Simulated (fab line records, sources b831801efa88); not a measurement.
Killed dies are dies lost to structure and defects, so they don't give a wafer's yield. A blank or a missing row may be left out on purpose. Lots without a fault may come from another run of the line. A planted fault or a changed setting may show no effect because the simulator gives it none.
Which tool did it? | flow sky130 | 14 lots, 42 wafers sampled, at 2 steps of a route of 708

WHAT THE GAUGES READ, wafer by wafer
SKY_LDD_HVP_TW_MEAS_10.
lot  | measured     | on            | LDD_HVP_TW
L989 | day 21 10:52 | film_metro-03 | 458 455 455
L990 | day 21 21:09 | film_metro-04 | 463 463 464
L992 | day 22 15:59 | film_metro-04 | 460 460 459
L994 | day 24 08:58 | film_metro-04 | 462 462 461
L995 | day 25 00:27 | film_metro-03 | 455 458 456
L996 | day 25 02:55 | film_metro-04 | 458 460 462
L997 | day 25 06:51 | film_metro-04 | 459 460 460
L998 | day 25 23:40 | film_metro-03 | 456 459 459
L100 | day 25 23:58 | film_metro-01 | 449 450 452
L999 | day 26 01:26 | film_metro-04 | 465 463 464
L101 | day 26 04:31 | film_metro-01 | 451 452 450
L102 | day 26 11:46 | film_metro-03 | 456 455 454
L111 | day 29 08:13 | film_metro-03 | 442 441 439
L112 | day 29 19:12 | film_metro-01 | 434 437 437

WHICH TOOL RAN EACH LOT (tool, then ch and the chambers of the sampled wafers, then the start)
lot  | SKY_LDD_HVP_IMPLANT_08
L989 | implanter-04 ch 0, day 21 10:38
L990 | implanter-04 ch 0, day 21 20:54
L992 | implanter-01 ch 0, day 22 15:44
L994 | implanter-01 ch 0, day 24 08:45
L995 | implanter-01 ch 0, day 25 00:12
L996 | implanter-04 ch 0, day 25 02:40
L997 | implanter-02 ch 0, day 25 06:36
L998 | implanter-04 ch 0, day 25 23:26
L100 | implanter-04 ch 0, day 25 23:44
L999 | implanter-01 ch 0, day 26 01:11
L101 | implanter-04 ch 0, day 26 04:17
L102 | implanter-04 ch 0, day 26 11:32
L111 | implanter-01 ch 0, day 29 07:58
L112 | implanter-01 ch 0, day 29 18:57
- SKY_LDD_HVP_IMPLANT_08

WHAT THE TOOLS THEMSELVES READ (means of the sampled wafers that have a number; where no wafer has one, the mark that the record gives instead)
SKY_LDD_HVP_IMPLANT_08.
lot  | tool         | dose_ions_cm2 | faraday_current_uA | tilt_deg (degrees)
L989 | implanter-04 | 1.7023e+13    | 94.9               | 17.893
L990 | implanter-04 | 1.6992e+13    | 97.7               | 17.908
L992 | implanter-01 | 1.6994e+13    | 96.7               | 17.893
L994 | implanter-01 | 1.7012e+13    | 96.8               | 17.906
L995 | implanter-01 | 1.6998e+13    | 96.7               | 17.900
L996 | implanter-04 | 1.6982e+13    | 96.6               | 17.890
L997 | implanter-02 | 1.6992e+13    | 95.7               | 17.895
L998 | implanter-04 | 1.7001e+13    | 97.2               | 17.868
L100 | implanter-04 | 1.6982e+13    | 96.1               | 17.916
L999 | implanter-01 | 1.6984e+13    | 97.7               | 17.906
L101 | implanter-04 | 1.6978e+13    | 95.0               | 17.888
L102 | implanter-04 | 1.7006e+13    | 96.0               | 17.899
L111 | implanter-01 | 1.5205e+13    | 85.2               | 17.902
L112 | implanter-01 | 1.5173e+13    | 85.3               | 17.900

THE ANSWER, worked out from the rows above alone
Rule: what is usual is taken from the lots themselves. Put in order of their means at a reading, lots are off if they are a third of the lots or fewer, leave a main group of 4 or more, and stand apart from it by a gap of 3 or more times the standard deviation of the main group's means; of several such gaps the widest counts. A main group whose means are all the same, to the digits that the tables above print for the reading, isn't used. A lot without any number at a reading at which 4 lots or more have one is off too. The other lots that the step has rows for count as sound. The gauges are gone through in route order, then the tools' own readings, and for those a lot's mean is taken as printed above. The first step at which some lot is off is used, and at that step the reading that is off furthest; a lot without a number counts as furthest.
Off: L111, L112, at SKY_LDD_HVP_IMPLANT_08 (dose_ions_cm2). The main group: mean 1.6995e+13, standard deviation 1.3e+10.
A tool fits if, at that step or a process step before it, it ran every lot that is off, and no sound lot after the first of them. One fits: implanter-01 at SKY_LDD_HVP_IMPLANT_08. Its last sound lot is L999 (day 26 01:11), its first lot that is off L111 (day 29 07:58): a fault that began between those two fits.
The tool's own readings at SKY_LDD_HVP_IMPLANT_08 bear it out: on the lots that are off they differ by more than 5 times the standard deviation of the sound lots' means. dose_ions_cm2 reads 1.5189e+13 there against 1.6995e+13 on the sound lots; faraday_current_uA reads 85.2 there against 96.4 on the sound lots.

WHAT THE SIMULATOR HAD PUT IN
Process parameter drift: implanter-01, from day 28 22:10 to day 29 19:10, at SKY_LDD_HVP_IMPLANT_08. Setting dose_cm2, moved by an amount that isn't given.
Lots struck among those shown: L111, L112. The rule above found the same.
